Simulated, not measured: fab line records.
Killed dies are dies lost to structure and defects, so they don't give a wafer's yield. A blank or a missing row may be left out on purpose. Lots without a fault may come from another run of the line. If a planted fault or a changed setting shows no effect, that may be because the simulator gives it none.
fab line records	flow sky130
record: lots: 5	wafers: 15	lastDay: 50
route steps=708 shown POLY_CUT@312 SD_P@320 RES_XHIGH@332 PAD_OPEN@708
lots that met no fault: taken from a fault-free run of the same line
startH: start of the lot's first displayed wafer, in hours after the record's first day	waitH: hours from the lot's prior step to this one	" as in the row above	L1.1+2: one row covering several wafers at once	- value missing, or start not given	* or withheld: withheld	< > ~ a bound
route shown NAME@n: NAME is a module with steps in the file, n the number in the route of the first one	usual: mean/standard deviation taken from wafers without a fault	same: alike in all rows	chamber/n: place in a boat	sites: the reading at each site	_std_site: how widely they spread, as a standard deviation	_edge_site: the outer-site mean with the inner-site mean subtracted	radiusMm: how far each site lies from the wafer's centre	mask NAME#n: copy n	behind: the most recent tool/chamber to have shaped the wafer	hold: cause of the lot's hold/its duration in hours/its outcome	device: names the non-switching transistor (n, p or np)	end of line: the tests these same wafers got at the end of their route	step lacking rows: just its recipe	killed: at the first sort, the dies lost to defects and structure; wafer yield is something else	map: per-die view of a wafer (x killed, . not killed, _ where there is no die)
set.NAME: setting as actually run; set.NAME@STEP: the setting as run at that earlier step	model.NAME: the simulator's own value behind a step, which no gauge read
a table for each step, a row for each wafer; lots at some steps of the route
services: when a tool's chamber went out of use (startH, in hours from the record's first day, below 0 if earlier), for how many hours, and the reason
== steps ==
step: SKY_POLY_CUT_EXPOSE_05
recipe: maskId: NPCM	na: 0.8	sourceShape: annular	sigmaInner: 0.55	sigmaOuter: 0.85	targetCdNm: 270	doseMj: 32
step: SKY_POLY_CUT_PEB_06
recipe: pebTempC: withheld	pebTimeS: withheld	resist: KrF-thick
step: SKY_POLY_CUT_DEVELOP_07
recipe: developTimeS: 60	resist: KrF-thick	devTempC: 21
step: SKY_POLY_CUT_CD_MEAS_08
recipe: targetCdNm: 270
usual: cdNm: 269.5/1.7
lot.wafer	tool	chamber	startH	waitH	cdNm
L494.1	cdSem-02	-	594.14	-	269.6
L494.2	"	-	"	"	270.8
L494.3	"	-	"	"	268.2
L507.4	cdSem-01	-	703.90	-	270.8
L507.5	"	-	"	"	271.0
L507.6	"	-	"	"	270.4
L506.2	cdSem-01	-	705.51	-	267.9
L506.3	"	-	"	"	267.8
L506.4	"	-	"	"	267.2
L509.1	cdSem-02	-	716.38	-	269.0
L509.5	"	-	"	"	271.3
L509.6	"	-	"	"	269.3
L511.2	cdSem-02	-	728.36	-	271.3
L511.4	"	-	"	"	271.6
L511.6	"	-	"	"	270.7
step: SKY_POLY_CUT_OVL_MEAS_09
usual: POLY_CUT_OVL: 1/5.2
lot.wafer	tool	chamber	startH	waitH	POLY_CUT_OVL[nm]
L494.1	overlay-01	-	594.26	0.1	-4
L494.2	"	-	"	"	0
L494.3	"	-	"	"	-7
L507.4	overlay-01	-	703.98	0.1	1
L507.5	"	-	"	"	-2
L507.6	"	-	"	"	5
L506.2	overlay-02	-	705.62	0.1	2
L506.3	"	-	"	"	0
L506.4	"	-	"	"	4
L509.1	overlay-02	-	716.50	0.1	-6
L509.5	"	-	"	"	-3
L509.6	"	-	"	"	0
L511.2	overlay-01	-	728.47	0.1	0
L511.4	"	-	"	"	-1
L511.6	"	-	"	"	-5
step: SKY_POLY_CUT_ETCH_10
recipe: chemistry: N2/H2	target: BARC	ionEnergyEv: 200	sourceW: 500	biasW: 100	pressureMtorr: 30	n2FlowSccm: 100	h2FlowSccm: 200	stopOn: SiO2	timeS: 45.9	targetDepthA: 600
usual: drypumpMotorCurrentA: 5.5/0.45	oesProductAu: 0.854/0.0051	throttleValvePct: 13.225/0.009
lot.wafer	tool	chamber	startH	waitH	drypumpMotorCurrentA	oesProductAu	rfHoursCounterH	throttleValvePct
L494.1	rieDiel-03	3	594.30	0.0	6.2	0.849	20	13.233
L494.2	"	0	"	"	5.2	0.849	5	13.239
L494.3	"	1	"	"	5.1	0.859	10	13.212
L507.4	rieDiel-02	0	704.00	0.0	4.9	0.849	6	13.213
L507.5	"	1	"	"	5.0	0.851	-	13.223
L507.6	"	0	"	"	4.9	0.853	-	13.230
L506.2	rieDiel-04	1	705.65	0.0	5.8	0.863	7	13.228
L506.3	"	2	"	"	5.0	0.858	13	13.215
L506.4	"	0	"	"	5.9	0.849	4	13.224
L509.1	rieDiel-04	2	716.54	0.0	5.0	0.852	14	13.232
L509.5	"	2	"	"	5.0	0.863	-	13.227
L509.6	"	3	"	"	5.6	0.858	-	13.233
L511.2	rieDiel-03	0	728.50	0.0	5.2	0.856	8	13.227
L511.4	"	3	"	"	6.2	0.856	23	13.228
L511.6	"	3	"	"	6.2	0.855	-	13.237
step: SKY_POLY_CUT_ETCH_11
recipe: target: Si3N4	chemistry: CF4/CH2F2/Ar	stopOn: poly-Si	sourceW: 600	biasW: 150	pressureMtorr: 40	cf4FlowSccm: 40	ch2f2FlowSccm: 20	Ar_flow_sccm: 150	timeS: 42.5	targetDepthA: 600
usual: drypumpMotorCurrentA: 5.5/0.45	oesProductAu: 0.825/0.0058	throttleValvePct: 14.993/0.0086
lot.wafer	tool	chamber	startH	waitH	drypumpMotorCurrentA	oesProductAu	rfHoursCounterH	throttleValvePct
L494.1	rieDiel-03	3	594.34	0.0	6.2	0.834	20	14.989
L494.2	"	0	"	"	5.2	0.823	5	14.991
L494.3	"	1	"	"	5.1	0.840	10	15.004
L507.4	rieDiel-02	0	704.04	0.0	4.9	0.813	6	14.977
L507.5	"	1	"	"	5.0	0.815	-	14.999
L507.6	"	0	"	"	4.9	0.812	-	14.995
L506.2	rieDiel-04	1	705.69	0.0	5.8	0.821	7	15.008
L506.3	"	2	"	"	5.0	0.828	13	14.977
L506.4	"	0	"	"	5.8	0.823	4	15.005
L509.1	rieDiel-04	2	716.58	0.0	5.0	0.828	14	14.988
L509.5	"	2	"	"	4.9	0.825	-	14.992
L509.6	"	3	"	"	5.6	0.829	-	14.994
L511.2	rieDiel-03	0	728.54	0.0	5.2	0.835	8	14.992
L511.4	"	3	"	"	6.2	0.832	23	14.993
L511.6	"	3	"	"	6.2	0.829	-	14.985
step: SKY_POLY_CUT_STRIP_12
recipe: chemistry: O2/N2	powerW: 1400	pressureMtorr: 1500	platenTempC: withheld	o2FlowSccm: 3000	n2FlowSccm: 300	overashFraction: 0.5
usual: drypumpMotorCurrentA: 5.5/0.45	oesProductAu: 0.452/0.0042	stripTimeToEndpointS: 5.354/0.019
lot.wafer	tool	chamber	startH	waitH	drypumpMotorCurrentA	oesProductAu	rfHoursCounterH	stripTimeToEndpointS
L494.1	plasmaAsher-02	0	594.38	0.0	6.1	0.451	78	5.348
L494.2	"	1	"	"	4.8	0.458	78	5.367
L494.3	"	0	"	"	6.1	0.460	-	5.357
L507.4	plasmaAsher-04	0	704.11	0.1	5.9	0.454	-	5.363
L507.5	"	0	"	"	5.8	0.455	-	5.364
L507.6	"	1	"	"	5.7	0.446	-	5.377
L506.2	plasmaAsher-04	1	705.73	0.0	5.7	0.454	58	5.374
L506.3	"	0	"	"	5.9	0.452	-	5.352
L506.4	"	1	"	"	5.7	0.455	-	5.356
L509.1	plasmaAsher-04	0	716.62	0.0	5.8	0.457	59	5.368
L509.5	"	1	"	"	5.7	0.444	-	5.354
L509.6	"	0	"	"	5.8	0.449	-	5.352
L511.2	plasmaAsher-01	1	728.58	0.0	5.5	0.452	104	5.396
L511.4	"	0	"	"	5.3	0.459	-	5.371
L511.6	"	0	"	"	5.3	0.448	-	5.365
step: SKY_SD_P_DEHYDRATE_00
recipe: tempC: 200	timeS: 60
step: SKY_SD_P_HMDS_01
recipe: primeTimeS: 60	primeTempC: 120
step: SKY_SD_P_COAT_02
recipe: resist: NOVOLAK	spinRpm: 3000	resistThkNm: 1140
step: SKY_SD_P_SOFTBAKE_03
recipe: tempC: 90	timeS: 60	resist: NOVOLAK
step: SKY_SD_P_EXPOSE_04
recipe: maskId: PSDM	na: 0.6	sourceShape: conventional	sigmaOuter: 0.6	polarization: unpolarized	targetCdNm: 380	doseMj: 138
lot.wafer	tool	chamber	startH	waitH	mask
L494.1+2+3	ilineStepper-02	0	608.92	-	PSDM#0
L507.4+5+6	ilineStepper-01	0	717.57	-	PSDM#0
L506.2+3+4	ilineStepper-02	0	720.23	-	LDNTM#0
L509.1+5+6	ilineStepper-01	0	730.37	-	PSDM#0
L511.2+4+6	ilineStepper-01	0	741.85	-	PSDM#0
step: SKY_SD_P_PEB_05
recipe: tempC: withheld	timeS: *	resist: NOVOLAK
step: SKY_SD_P_DEVELOP_06
recipe: resist: NOVOLAK	developer: TMAH	developTimeS: 60	devTempC: 23.69
step: SKY_SD_P_CD_MEAS_07
recipe: targetCdNm: 380
usual: cdNm: 380/3.3
lot.wafer	tool	chamber	startH	waitH	cdNm
L494.1	cdSem-01	-	622.59	0.1	383
L494.2	"	-	"	"	383
L494.3	"	-	"	"	383
L507.4	cdSem-01	-	730.95	0.1	374
L507.5	"	-	"	"	373
L507.6	"	-	"	"	376
L506.2	cdSem-02	-	733.58	0.1	-
L506.3	"	-	"	"	-
L506.4	"	-	"	"	-
L509.1	cdSem-01	-	743.84	0.1	377
L509.5	"	-	"	"	378
L509.6	"	-	"	"	376
L511.2	cdSem-02	-	755.38	0.1	377
L511.4	"	-	"	"	377
L511.6	"	-	"	"	377
step: SKY_SD_P_OVL_MEAS_08
usual: SD_P_OVL: 0.0/1.5
lot.wafer	tool	chamber	startH	waitH	SD_P_OVL[nm]
L494.1	overlay-01	-	622.71	0.1	1.3
L494.2	"	-	"	"	0.8
L494.3	"	-	"	"	0.1
L507.4	overlay-01	-	731.03	0.1	-2.2
L507.5	"	-	"	"	-0.7
L507.6	"	-	"	"	0.1
L506.2	overlay-01	-	733.68	0.1	-
L506.3	"	-	"	"	-
L506.4	"	-	"	"	-
L509.1	overlay-01	-	743.96	0.1	-3.1
L509.5	"	-	"	"	-3.2
L509.6	"	-	"	"	-0.4
L511.2	overlay-01	-	755.48	0.1	-0.6
L511.4	"	-	"	"	0.0
L511.6	"	-	"	"	0.3
step: SKY_SD_P_IMPLANT_09
recipe: species: BF2	energyKev: 20	doseCm2: 3e+15	tiltDeg: 0
step: SKY_SD_P_STRIP_10
recipe: chemistry: O2/N2	powerW: 1400	pressureMtorr: 1500	platenTempC: withheld	o2FlowSccm: 3000	n2FlowSccm: 300	overashFraction: 0.5
usual: drypumpMotorCurrentA: 5.7/0.5	oesProductAu: 0.617/0.0049	stripTimeToEndpointS: 17.48/0.047
lot.wafer	tool	chamber	startH	waitH	drypumpMotorCurrentA	oesProductAu	rfHoursCounterH	stripTimeToEndpointS
L494.1	plasmaAsher-03	1	622.90	0.1	6.2	0.614	19	17.51
L494.2	"	0	"	"	5.8	0.620	19	17.50
L494.3	"	1	"	"	6.2	0.617	-	17.45
L507.4	plasmaAsher-02	0	731.23	0.1	6.1	0.618	-	17.48
L507.5	"	0	"	"	6.1	0.613	-	17.48
L507.6	"	1	"	"	4.8	0.610	-	17.50
L506.2	plasmaAsher-02	0	733.86	0.1	6.1	0.622	92	17.43
L506.3	"	0	"	"	6.1	0.616	-	17.46
L506.4	"	1	"	"	4.8	0.611	-	17.43
L509.1	plasmaAsher-02	0	744.15	0.1	6.1	0.613	93	17.43
L509.5	"	0	"	"	6.1	0.626	-	17.47
L509.6	"	1	"	"	4.8	0.613	-	17.47
L511.2	plasmaAsher-02	1	755.66	0.1	4.8	0.620	94	17.49
L511.4	"	0	"	"	6.1	0.620	-	17.52
L511.6	"	1	"	"	4.8	0.616	-	17.46
step: SKY_SD_P_TW_MEAS_11
usual: SD_P_TW: 2822/15
lot.wafer	tool	chamber	startH	waitH	SD_P_TW
L494.1	filmMetro-02	-	623.00	0.1	2816
L494.2	"	-	"	"	2827
L494.3	"	-	"	"	2835
L507.4	filmMetro-02	-	731.33	0.1	2836
L507.5	"	-	"	"	2808
L507.6	"	-	"	"	2829
L506.2	filmMetro-01	-	733.97	0.1	30
L506.3	"	-	"	"	30
L506.4	"	-	"	"	30
L509.1	filmMetro-01	-	744.25	0.1	2802
L509.5	"	-	"	"	2802
L509.6	"	-	"	"	2812
L511.2	filmMetro-02	-	755.77	0.1	2837
L511.4	"	-	"	"	2833
L511.6	"	-	"	"	2820
step: SKY_RES_XHIGH_DEHYDRATE_00
recipe: tempC: 200	timeS: 60
step: SKY_PAD_OPEN_PROBE_99
usual: killed_at_M0_to_M3: 42/6.4	killed_at_M4_up: 2.9/1.7	killedAtContacts: 25/5.2	killedAtFrontEnd: 16/4.4	killedAtOther: 0.4/0.65	killedDies: 86/9.2	killedOnRim: 17/3.9	killedOpen: 47/6.6	killedShort: 39/5.8
same: grossDies: 492	killedAtBackSide: 0
lot.wafer	tool	chamber	startH	waitH	killed_at_M0_to_M3	killed_at_M4_up	killedAtContacts	killedAtFrontEnd	killedAtOther	killedDies	killedOnRim	killedOpen	killedShort
L494.1	prober-01	-	1095.26	0.1	49	3	23	13	0	88	17	49	39
L494.2	prober-01	-	1095.31	0.1	37	2	20	15	0	74	25	42	32
L494.3	prober-01	-	1095.36	0.2	52	4	20	15	1	92	22	49	43
L507.4	prober-02	-	1173.81	0.2	43	2	25	10	0	80	15	46	34
L507.5	prober-02	-	1173.86	0.2	43	2	28	18	3	94	19	56	37
L507.6	prober-02	-	1173.91	0.2	41	2	41	9	0	93	20	62	31
L506.2	prober-02	-	1177.33	0.1	36	5	24	427	0	492	96	47	38
L506.3	prober-02	-	1177.38	0.2	40	4	16	430	2	492	96	40	41
L506.4	prober-02	-	1177.43	0.2	40	7	25	420	0	492	96	44	51
L509.1	prober-01	-	1183.16	0.1	34	2	20	14	0	70	13	38	32
L509.5	prober-01	-	1183.36	0.2	41	1	14	8	0	64	15	42	22
L509.6	prober-01	-	1183.41	0.2	50	1	14	19	1	85	17	39	45
L511.2	prober-02	-	1188.32	0.1	45	1	28	14	0	88	15	45	43
L511.4	prober-02	-	1188.42	0.2	48	1	30	15	0	94	17	51	43
L511.6	prober-02	-	1188.52	0.2	43	3	25	20	0	91	20	51	40
killed by level:class
L494.1 VIA1:geometricParticle:open=12 VIA1:geometricParticle:short=8 LI_CONTACT:geometricParticle:open=7 CONTACT:geometricParticle:open=7 VIA2:geometricParticle:short=5 METAL1:geometricParticle:short=5 VIA2:geometricParticle:open=5 METAL3:geometricParticle:short=5
L494.2 CONTACT:geometricParticle:open=10 VIA1:geometricParticle:open=9 VIA3:geometricParticle:open=8 METAL2:geometricParticle:short=7 CONTACT:geometricParticle:short=6 POLY_GATE:geometricParticle:short=5 VIA2:geometricParticle:open=5 LI_CONTACT:geometricParticle:open=3
L494.3 VIA1:geometricParticle:open=14 VIA3:geometricParticle:short=8 VIA2:geometricParticle:open=8 LOCAL_INTERCONNECT:geometricParticle:short=6 CONTACT:geometricParticle:open=6 METAL1:geometricParticle:short=6 METAL2:geometricParticle:short=6 FIELD_ISO:geometricParticle:short=4
L507.4 CONTACT:geometricParticle:open=10 VIA1:geometricParticle:short=7 VIA3:geometricParticle:open=7 LI_CONTACT:geometricParticle:short=6 FIELD_ISO:geometricParticle:open=5 VIA1:geometricParticle:open=5 VIA2:geometricParticle:open=5 METAL3:geometricParticle:short=4
L507.5 CONTACT:geometricParticle:open=10 VIA1:geometricParticle:open=10 VIA3:geometricParticle:open=8 LI_CONTACT:geometricParticle:open=7 VIA2:geometricParticle:open=7 FIELD_ISO:geometricParticle:open=5 VIA1:geometricParticle:short=5 FIELD_ISO:geometricParticle:short=4
L507.6 LI_CONTACT:geometricParticle:open=16 CONTACT:geometricParticle:open=14 VIA2:geometricParticle:open=6 VIA1:geometricParticle:open=6 VIA3:geometricParticle:open=6 LOCAL_INTERCONNECT:geometricParticle:short=5 METAL2:geometricParticle:short=5 POLY_GATE:geometricParticle:open=4
L506.2 SD_P:areaExpose=407 LI_CONTACT:geometricParticle:open=9 FIELD_ISO:geometricParticle:short=7 VIA1:geometricParticle:short=7 VIA1:geometricParticle:open=7 FIELD_ISO:geometricParticle:open=6 VIA2:geometricParticle:open=6 VIA3:geometricParticle:open=5
L506.3 SD_P:areaExpose=410 VIA1:geometricParticle:open=9 FIELD_ISO:geometricParticle:open=7 CONTACT:geometricParticle:open=7 METAL2:geometricParticle:short=7 FIELD_ISO:geometricParticle:short=6 METAL1:geometricParticle:short=5 VIA3:geometricParticle:open=5
L506.4 SD_P:areaExpose=397 LI_CONTACT:geometricParticle:open=12 FIELD_ISO:geometricParticle:short=10 VIA1:geometricParticle:open=7 METAL2:geometricParticle:short=7 METAL4:geometricParticle:short=6 CONTACT:geometricParticle:short=5 CONTACT:geometricParticle:open=5
L509.1 VIA1:geometricParticle:open=9 CONTACT:geometricParticle:short=7 VIA2:geometricParticle:open=6 FIELD_ISO:geometricParticle:short=5 CONTACT:geometricParticle:open=5 FIELD_ISO:geometricParticle:open=4 LOCAL_INTERCONNECT:geometricParticle:short=4 METAL3:geometricParticle:short=4
L509.5 VIA1:geometricParticle:open=16 LI_CONTACT:geometricParticle:open=5 VIA2:geometricParticle:open=5 CONTACT:geometricParticle:open=4 METAL1:geometricParticle:short=4 VIA1:geometricParticle:short=4 METAL3:geometricParticle:short=4 VIA3:geometricParticle:open=4
L509.6 VIA1:geometricParticle:open=15 METAL1:geometricParticle:short=8 VIA1:geometricParticle:short=7 LOCAL_INTERCONNECT:geometricParticle:short=6 VIA2:geometricParticle:open=6 FIELD_ISO:geometricParticle:short=5 METAL2:geometricParticle:short=4 POLY_GATE:geometricParticle:open=3
L511.2 VIA1:geometricParticle:open=13 LI_CONTACT:geometricParticle:open=10 METAL2:geometricParticle:short=9 CONTACT:geometricParticle:open=6 CONTACT:geometricParticle:short=6 VIA1:geometricParticle:short=6 VIA3:geometricParticle:open=6 FIELD_ISO:geometricParticle:short=5
L511.4 VIA2:geometricParticle:open=10 CONTACT:geometricParticle:open=9 VIA1:geometricParticle:open=9 FIELD_ISO:geometricParticle:open=7 CONTACT:geometricParticle:short=7 VIA1:geometricParticle:short=7 LI_CONTACT:geometricParticle:open=6 METAL2:geometricParticle:short=6
L511.6 CONTACT:geometricParticle:open=11 METAL2:geometricParticle:short=9 VIA1:geometricParticle:open=8 LI_CONTACT:geometricParticle:open=7 FIELD_ISO:geometricParticle:short=6 METAL1:geometricParticle:short=6 VIA1:geometricParticle:short=6 POLY_GATE:geometricParticle:open=5
map L506.2 (x killed, . not)
__________xxxxxxxxxx_________
________xxxxxxxxxxxxxx_______
______xxxxxxxxxxxxxxxxxx_____
_____xxxxxxxxxxxxxxxxxxxx____
____xxxxxxxxxxxxxxxxxxxxxx___
___xxxxxxxxxxxxxxxxxxxxxxxx__
__xxxxxxxxxxxxxxxxxxxxxxxxxx_
_xxxxxxxxxxxxxxxxxxxxxxxxxxxx
_xxxxxxxxxxxxxxxxxxxxxxxxxxxx
_xxxxxxxxxxxxxxxxxxxxxxxxxxxx
_xxxxxxxxxxxxxxxxxxxxxxxxxxxx
_xxxxxxxxxxxxxxxxxxxxxxxxxxxx
_xxxxxxxxxxxxxxxxxxxxxxxxxxxx
_xxxxxxxxxxxxxxxxxxxxxxxxxxxx
_xxxxxxxxxxxxxxxxxxxxxxxxxxxx
__xxxxxxxxxxxxxxxxxxxxxxxxxx_
___xxxxxxxxxxxxxxxxxxxxxxxx__
____xxxxxxxxxxxxxxxxxxxxxx___
_____xxxxxxxxxxxxxxxxxxxx____
______xxxxxxxxxxxxxxxxxx_____
________xxxxxxxxxxxxxx_______
__________xxxxxxxxxx_________
map L494.3 (x killed, . not)
__________x........x_________
________....x.x....x.._______
______x...x...........x._____
_____.x.x.....x..x....x..____
____..................x...___
___...x........xx...x.....x__
__..x.............x.x.x...x._
_.xx............xx....x..x...
_..xx.....xx.......x..x....x.
_..x.xx.xx...............x..x
_x.........x......x.........x
_x.................x....x....
_.x....x.x...xx.xx...........
_x.......xxxx................
_......x......x..x.x..xx....x
__........xx.....x.x........_
___x....x....x...x.........__
____.....x....x......x.xxx___
_____.x..x....x....x.....____
______.....x..........x._____
________.............._______
__________x..x......_________
== services ==
tool	chamber	startH	hours	kind
plasmaAsher-04	-	582.39	2.9	repair
rieDiel-02	1	615.32	3.7	repair
rieDiel-02	3	616.41	3.5	repair
ilineStepper-01	-	621.01	8.9	pm
plasmaAsher-04	-	623.84	4.4	repair
plasmaAsher-04	-	628.22	6.1	pm
ilineStepper-01	0	628.31	-	calibration
plasmaAsher-02	-	628.43	3.0	repair
rieDiel-04	-	630.64	0.9	repair
plasmaAsher-01	-	635.74	2.8	pm
rieDiel-04	3	645.98	-	clean
rieDiel-04	3	645.98	15.6	scheduledDown
rieDiel-04	3	645.98	15.6	ventCycle
rieDiel-04	2	666.20	5.5	repair
plasmaAsher-02	-	667.72	3.0	repair
ilineStepper-02	-	686.08	1.7	pm
plasmaAsher-01	-	690.48	2.2	repair
ilineStepper-02	0	695.88	-	calibration
rieDiel-02	3	718.79	-	clean
rieDiel-02	2	720.96	6.7	repair
rieDiel-04	-	729.07	2.8	pm
plasmaAsher-01	-	732.02	1.7	repair
plasmaAsher-01	-	733.75	9.0	pm
rieDiel-02	0	738.20	9.5	repair
== key ==
firstSign: step: SKY_SD_P_EXPOSE_04	reading: mask	direction: changed
effect: step: SKY_SD_P_CD_MEAS_07	reading: cdNm	direction: missing
effect: step: SKY_SD_P_OVL_MEAS_08	reading: SD_P_OVL	direction: missing
effect: step: SKY_SD_P_TW_MEAS_11	reading: SD_P_TW	direction: down	sigmas: 99+	usual: 2822	struck: 30
effect: step: SKY_PAD_OPEN_PROBE_99	reading: killedAtFrontEnd	direction: up	sigmas: 94	usual: 16	struck: 426
moreKillsBornAt: SKY_SD_P_EXPOSE_04@ilineStepper-02: 1214
metAt SKY_SD_P_EXPOSE_04
struckWafers L506.2,L506.3,L506.4
testerLeftOut L506
onsetBetween 608.92 720.23
fault: kind: wrongMask	tool: any	chamber: -	onsetH: 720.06	steps: SKY_SD_P_EXPOSE_04	auxCopy: LDNTM#0	scope: struckLotsOnly
testerLeftOut: of these lots the tester's yield and bins aren't shown, on N5 and GAA mostly nor the transistor test; their killed dies are dies lost to structure and defects alone, not to doping, threshold or leakage, so they don't give the yield
